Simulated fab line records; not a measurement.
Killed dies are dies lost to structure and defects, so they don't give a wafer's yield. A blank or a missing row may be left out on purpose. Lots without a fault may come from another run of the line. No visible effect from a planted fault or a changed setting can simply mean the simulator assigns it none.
A struck lot beside a sound one ; flow sfqLine ; 20 steps out of a route of 325
Sound: wafers L713.1, L713.5, L713.6. Struck: wafer L720.4 (left out: L720.5, a lot-mate that was not struck); the cause follows at the end.
Order at every step that has rows: each side's tool, ch and its chambers, its first start. Under that, the readings that differ: sound wafers ; struck wafers ; difference of the means ; sigmas: that difference in standard deviations of wafers without a fault.
alike: a reading whose means differ by less than 2 such deviations, as well as words and numbers matching on both sides. not compared: withheld readings; readings where some wafer has no value; bounds like >300 that might hide an equal value; numbers whose values overlap and for which the record gives no deviation.
The two part at a step that has a row with sigmas, a row that says differs or no value, or rows on one side only. Non-overlapping numbers with no deviation appear without sigmas and do not part them. A reading that every wafer of one side lacks parts them only if that side has two wafers or more.

first, 2 steps without rows for these wafers: SFQ_TRILAYER_I3_VIA_LITHO_PEB_088 (peb time 60 s); SFQ_TRILAYER_I3_VIA_LITHO_DEVELOP_087 (time 60 s).
SFQ_I3_OVL_MEAS_923:
  sound on overlay-01, day 47 09:24; struck on overlay-01, day 49 09:32
  alike: I3_OVL
SFQ_TRILAYER_I3_VIA_BARC_OPEN_VIA_ETCH_121: etches BARC in O2, target depth 125 nm, time 41.7 s.
  sound on rieDiel-03 ch 1,2, day 47 09:26; struck on rieDiel-03 ch 3, day 49 09:34
  alike: drypumpMotorCurrentA, oesProductAu, rfFwdPowerW
  not compared: rfHoursCounterH
then, 1 step without rows for these wafers: SFQ_TRILAYER_I3_VIA_ETCH_VIA_ETCH_088 (etches SiO2 in CHF3, stops on Nb, target depth 260 nm).
SFQ_TRILAYER_I3_VIA_STRIP_STRIP_089: strips in O2.
  sound on rieMetal-02 ch 0,1, day 47 09:35; struck on rieMetal-04 ch 0, day 49 09:55
  alike: drypumpMotorCurrentA, oesProductAu
  not compared: rfHoursCounterH
then, 2 steps without rows for these wafers: SFQ_TRILAYER_I3_VIA_STRIP_SOLV_CLEAN_090 (cleans in NMP, time 600 s); SFQ_TRILAYER_M4_DEP_PRE_CLEAN_092 (time 22.5 s).
SFQ_TRILAYER_M4_DEP_SPUTTER_091: material Nb, target thk 200 nm, time 133.3 s.
  sound on pvdSputter-05, day 47 10:23; struck on pvdSputter-04, day 49 10:31
  alike: throttleValvePct
SFQ_M4_RS_MEAS_924: a four-point-probe measurement.
  sound on filmMetro-02, day 47 10:29; struck on filmMetro-04, day 49 10:40
  alike: M4_NB_RS
then, 1 step without rows for these wafers: SFQ_TRILAYER_M4_LITHO_COAT_098 (resist thk 62 nm).
SFQ_TRILAYER_M4_LITHO_COAT_093: resist thk 600 nm.
  sound on lithoTrack-02 ch 0, day 47 10:58; struck on lithoTrack-02 ch 0, day 49 11:14
reading;sound;struck;difference;sigmas
model.KrF_of_TRILAYER_M4_LITHO_COAT_093.thkNm (nm);598.1 599.2 599.4;626.1;+27.2;
then, 4 steps without rows for these wafers: SFQ_TRILAYER_M4_LITHO_SOFTBAKE_097; SFQ_TRILAYER_M4_LITHO_EXPOSE_094 (exposes mask M4, target cd 500 nm); SFQ_TRILAYER_M4_LITHO_PEB_096 (peb time 60 s); SFQ_TRILAYER_M4_LITHO_DEVELOP_095 (time 60 s).
-- the record jumps here: 5 days lie between the struck wafers' starts before and after --
SFQ_M4_OVL_MEAS_926:
  sound on overlay-01, day 53 11:25; struck on overlay-02, day 54 01:50
  alike: M4_OVL
SFQ_TRILAYER_M4_BARC_OPEN_METAL_ETCH_123: etches BARC in O2, target depth 125 nm, time 41.7 s.
  sound on rieMetal-04 ch 0,1, day 53 11:27; struck on rieMetal-01 ch 0, day 54 01:52
  alike: drypumpMotorCurrentA, oesProductAu, rfFwdPowerW
  not compared: rfHoursCounterH
SFQ_TRILAYER_M4_ETCH_METAL_ETCH_096: etches Nb in Cl2/Ar, stops on SiO2, target depth 240 nm, time 120 s.
  sound on rieMetal-04 ch 0,1, day 53 11:31; struck on rieMetal-01 ch 0, day 54 01:57
reading;sound;struck;difference;sigmas
model.KrF_of_TRILAYER_M4_LITHO_COAT_093.thkNm (nm);377.4 378.6 387.5;408.2;+27.0;
  alike: drypumpMotorCurrentA, oesProductAu, rfFwdPowerW
  not compared: rfHoursCounterH
SFQ_TRILAYER_M4_STRIP_STRIP_097: strips in O2.
  sound on rieMetal-04 ch 0,1, day 53 11:38; struck on rieMetal-01 ch 0, day 54 02:14
  alike: drypumpMotorCurrentA, oesProductAu
  not compared: rfHoursCounterH

== WHERE THEY PART ==
Nowhere in this record.

WHY: whatever the simulator had introduced
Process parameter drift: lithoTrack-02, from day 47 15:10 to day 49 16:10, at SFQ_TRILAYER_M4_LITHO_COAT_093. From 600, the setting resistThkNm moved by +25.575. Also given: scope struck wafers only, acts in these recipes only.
